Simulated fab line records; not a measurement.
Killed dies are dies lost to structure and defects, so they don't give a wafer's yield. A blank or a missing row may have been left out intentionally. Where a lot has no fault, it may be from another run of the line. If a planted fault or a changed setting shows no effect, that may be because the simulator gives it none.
8D (eight disciplines) problem report, filled in by code || flow gf180mcu || the parts of the form that need people (team, actions taken, sign-off) are left out

## 1. THE ISSUE
CONTACT_W_RS at GF_CONTACT_RS_MEAS_25 reads a mean of 0.638 ohm/sq on 4 wafers of 2 lots; wafers without a fault read 0.383 ohm/sq with a standard deviation of 0.0042. That is +61 standard deviations from the usual mean.
The step: measures by four-point-probe.
The first sign was on wafer L256.2 at day 19 20:20, on film_metro-01. At this step, 35 wafers from 12 lots have a number in the record. Rule for "out" (also "out of limits"): further than 4 standard deviations from the usual mean. All remaining wafers that have a number are taken as sound.

## 2. WHAT IT IS; WHAT IT IS NOT
{"question": "which readings at this step", "is": "CONTACT_W_RS", "is not": "-"}
{"question": "which lots", "is": "L256, L257", "is not": "L246, L250, L251, L252, L255, L262, L266, L267, L268, L269"}
{"question": "which wafers of those lots", "is": "L256.2, L256.4, L256.6, L257.6", "is not": "L257.1, L257.5"}
{"question": "read on which gauges", "is": "film_metro-01, film_metro-04", "is not": "film_metro-03"}
{"question": "when", "is": "from day 19 20:20", "is not": "up to then (14 sound wafers); but 17 sound wafers of L257, L262, L266, L267, L268, L269 came after"}

## 3. WHAT RULES OUT EACH SUSPECT
Counting: if a tool at a process step up to the reading ran every lot that is out, it stays a suspect. Sound lots after the first of them don't rule it out here, since some wafers of a struck lot are sound.
- the gauge at GF_CONTACT_RS_MEAS_25 is ruled out. The wafers that are out were read on 2 gauges (film_metro-01, film_metro-04).
- cvd_w-01 at GF_CONTACT_CVD_24 (deposits W, target thk 300 nm, time 90.339 s): kept. It ran every lot that is out, first L256 (day 19 20:13); its last sound lot up to then is L255 (day 19 13:27). On those wafers its own readings are out: susceptor_temp_C.
- The sound lot-mates ran in chamber 1 of cvd_w-01 at GF_CONTACT_CVD_24, but the wafers that are out ran in chamber 0.
The count leaves cvd_w-01 at GF_CONTACT_CVD_24.

## 4. THE CAUSE (what the simulator had put in)
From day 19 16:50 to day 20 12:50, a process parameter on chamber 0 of cvd_w-01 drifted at GF_CONTACT_CVD_24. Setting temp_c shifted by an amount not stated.
Counting left only this tool.

## 5. SEQUENCE OF EFFECTS, ordered by route
Each row: a reading whose mean over the struck wafers that have a number lies more than 3 standard deviations from the usual. Only readings whose record carries a usual standard deviation are examined. hours: median over the lots of the time between each lot's start at the first step of this table that gives one and its start at this step. sigmas: the change, counted in usual standard deviations.
{"hours": 0, "step": "GF_CONTACT_CVD_24", "reading": "susceptor_temp_C", "usual": "399.99 C", "on struck wafers": 372.74, "change": -27.25, "sigmas": "-99 or more"}
{"hours": 0, "step": "GF_CONTACT_RS_MEAS_25", "reading": "CONTACT_W_RS", "usual": "0.383 ohm/sq", "on struck wafers": 0.638, "change": "+0.255", "sigmas": "+61"}
{"hours": 0, "step": "GF_CONTACT_THK_MEAS_26", "reading": "CONTACT_W_THK", "usual": "306 nm", "on struck wafers": 185, "change": -121, "sigmas": -22}
{"hours": 0, "step": "GF_CONTACT_CMP_27", "reading": "time_to_endpoint_s", "usual": "73 s", "on struck wafers": 44, "change": -29, "sigmas": -6.6}
It contains these process steps:
- GF_CONTACT_CVD_24: deposits W, target thk 300 nm, time 90.339 s.
- GF_CONTACT_CMP_27: polishes, stops on SiO2, t overpolish 15 s, target thk 0 nm.
Later measuring or inspecting steps at which every struck wafer that the step has a row for has a number for every such reading, and none has moved that far: GF_M1_CD_MEAS_14.

## 6. HOW IT WOULD HAVE BEEN CAUGHT EARLIER
The first out-of-limits reading at a measuring or inspecting step in this record came at day 19 20:20, 4 hours after the fault's start at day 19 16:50.
At GF_CONTACT_CVD_24, the tool's own readings (susceptor_temp_C) were out on each struck wafer the step has a row for, so an alarm limit on them would have fired on the first such wafer.
Among the 2 lots that are out, L257 began GF_CONTACT_CVD_24 on cvd_w-01 after day 19 20:20. Holding the tool at that time would have saved it.
